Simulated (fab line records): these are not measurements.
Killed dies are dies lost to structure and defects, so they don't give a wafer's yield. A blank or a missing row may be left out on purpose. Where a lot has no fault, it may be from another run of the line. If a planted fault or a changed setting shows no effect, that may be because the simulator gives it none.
Struck lot and sound lot, side by side || flow sky130 || 26 steps out of a route of 708
Sound: these wafers, L261.1, L261.3, L261.5. Struck: wafer L273.3. (L273.1, L273.2 of the same lot were not struck and are left out.) The cause comes at the end.
Per side, at each step with rows, come the tool, then ch with its chambers, and then its first start. Under that, the readings that differ: sound wafers || struck wafers || difference of the means || sigmas: that difference in standard deviations of wafers without a fault.
alike: a reading whose means differ by less than 2 such deviations, as well as words and numbers matching on both sides. not compared: withheld readings; readings where some wafer has no value; bounds like >300 that might hide an equal value; numbers whose values overlap and for which the record gives no deviation.
A row with sigmas, a row that says differs or no value, or rows on one side alone: a step with any of these is where the two part. Non-overlapping numbers with no deviation appear without sigmas and do not part them. Lack of a reading on every wafer of one side parts them only where that side has two or more wafers.

first, 2 steps without rows for these wafers: SKY_VIA3_SPUTTER_20 (material TiN, target thk 20 nm, time 80 s); SKY_VIA3_CVD_21 (deposits W, target thk 390 nm, time 117.31 s).
SKY_VIA3_RS_MEAS_22: a four-point-probe measurement.
  sound on filmMetro-02 at day 39 19:14; struck on filmMetro-04 at day 43 19:21
  alike: VIA3_W_RS
SKY_VIA3_THK_MEAS_23: measures by xrf.
  sound on filmMetro-02 at day 39 19:22; struck on filmMetro-04 at day 43 19:28
  alike: VIA3_W_THK
SKY_VIA3_CMP_24: polishes, stops on SiO2, t overpolish 20 s, target thk 0 nm.
  sound on cmp-02 ch 2,3, day 39 19:25; struck on cmp-01 ch 2, day 43 19:32
  alike: motorCurrentA, overpolishRunS, timeToEndpointS
SKY_METAL4_SPUTTER_00: material Ti, target thk 15 nm, time 10 s.
  sound on pvdSputter-01 at day 39 19:43; struck on pvdSputter-04 at day 43 19:50
  alike: throttleValvePct
then, 1 step without rows for these wafers: SKY_METAL4_SPUTTER_01 (material TiN, target thk 20 nm, time 16.7 s).
SKY_METAL4_SPUTTER_02: material AlCu, target thk 735 nm, time 39.1 s.
  sound on pvdSputter-01 at day 39 19:46; struck on pvdSputter-04 at day 43 19:53
  alike: throttleValvePct
SKY_METAL4_SPUTTER_03: material Ti, target thk 5 nm, time 3.3 s.
  sound on pvdSputter-01 at day 39 19:48; struck on pvdSputter-04 at day 43 19:55
  alike: throttleValvePct
SKY_METAL4_SPUTTER_04: material TiN, target thk 70 nm, time 58.3 s.
  sound on pvdSputter-01 at day 39 19:49; struck on pvdSputter-04 at day 43 19:56
  alike: throttleValvePct
then, 1 step without rows for these wafers: SKY_CAP2M_CVD_00 (deposits SiO2, target thk 15.5 nm).
SKY_CAP2M_THK_MEAS_01:
  sound on filmMetro-03 at day 39 19:53; struck on filmMetro-02 at day 43 20:01
  alike: CAP2M_CVD_00_THK
SKY_CAP2M_SPUTTER_02: material TiN, target thk 200 nm, time 166.7 s.
  sound on pvdSputter-02 at day 39 19:57; struck on pvdSputter-02 at day 43 20:04
  alike: substrateTempC, throttleValvePct
SKY_CAP2M_RS_MEAS_03: a four-point-probe measurement.
  sound on filmMetro-01 at day 39 20:04; struck on filmMetro-01 at day 43 20:11
{"reading": "CAP2M_TIN_RS (ohm/sq)", "sound": "6.87 6.89 6.83", "struck": 9.82, "difference": "+2.96", "sigmas": "+40"}
SKY_CAP2M_THK_MEAS_04: measures by xrf.
  sound on filmMetro-01 at day 39 20:11; struck on filmMetro-01 at day 43 20:18
{"reading": "CAP2M_TIN_THK (nm)", "sound": "199.3 199.0 201.1", "struck": 156.7, "difference": -43.1, "sigmas": -21}
then, 7 steps without rows for these wafers: SKY_CAP2M_DEHYDRATE_05 (time 60 s); SKY_CAP2M_HMDS_06 (prime time 60 s); SKY_CAP2M_COAT_07 (resist thk 1140 nm); SKY_CAP2M_SOFTBAKE_08 (time 60 s); SKY_CAP2M_EXPOSE_09 (exposes mask CAP2M, target cd 1000 nm); SKY_CAP2M_PEB_10; SKY_CAP2M_DEVELOP_11 (develop time 60 s).
SKY_CAP2M_OVL_MEAS_12:
  sound on overlay-02 at day 40 19:34; struck on overlay-01 at day 44 16:43
  alike: CAP2M_OVL
SKY_CAP2M_METAL_ETCH_13: etches TiN in Cl2/BCl3, stops on SiO2, target depth 220 nm, time 62.9 s.
  sound on rieMetal-03 ch 0,1, day 40 19:36; struck on rieMetal-04 ch 0, day 44 16:45
{"reading": "oesProductAu (a.u.)", "sound": "0.942 0.942 0.955", "struck": 0.824, "difference": -0.122, "sigmas": -16}
{"reading": "throttleValvePct (%)", "sound": "21.887 21.913 21.897", "struck": 21.980, "difference": "+0.081", "sigmas": "+8"}
  alike: drypumpMotorCurrentA
  not compared: rfHoursCounterH
then, 2 steps without rows for these wafers: SKY_CAP2M_STRIP_14 (strips in O2/N2); SKY_PAD_OPEN_PROBE_99.

== WHERE THEY PART ==
Last at SKY_CAP2M_METAL_ETCH_13 as far as this record goes, first at SKY_CAP2M_RS_MEAS_03.

WHY: whatever the simulator had introduced
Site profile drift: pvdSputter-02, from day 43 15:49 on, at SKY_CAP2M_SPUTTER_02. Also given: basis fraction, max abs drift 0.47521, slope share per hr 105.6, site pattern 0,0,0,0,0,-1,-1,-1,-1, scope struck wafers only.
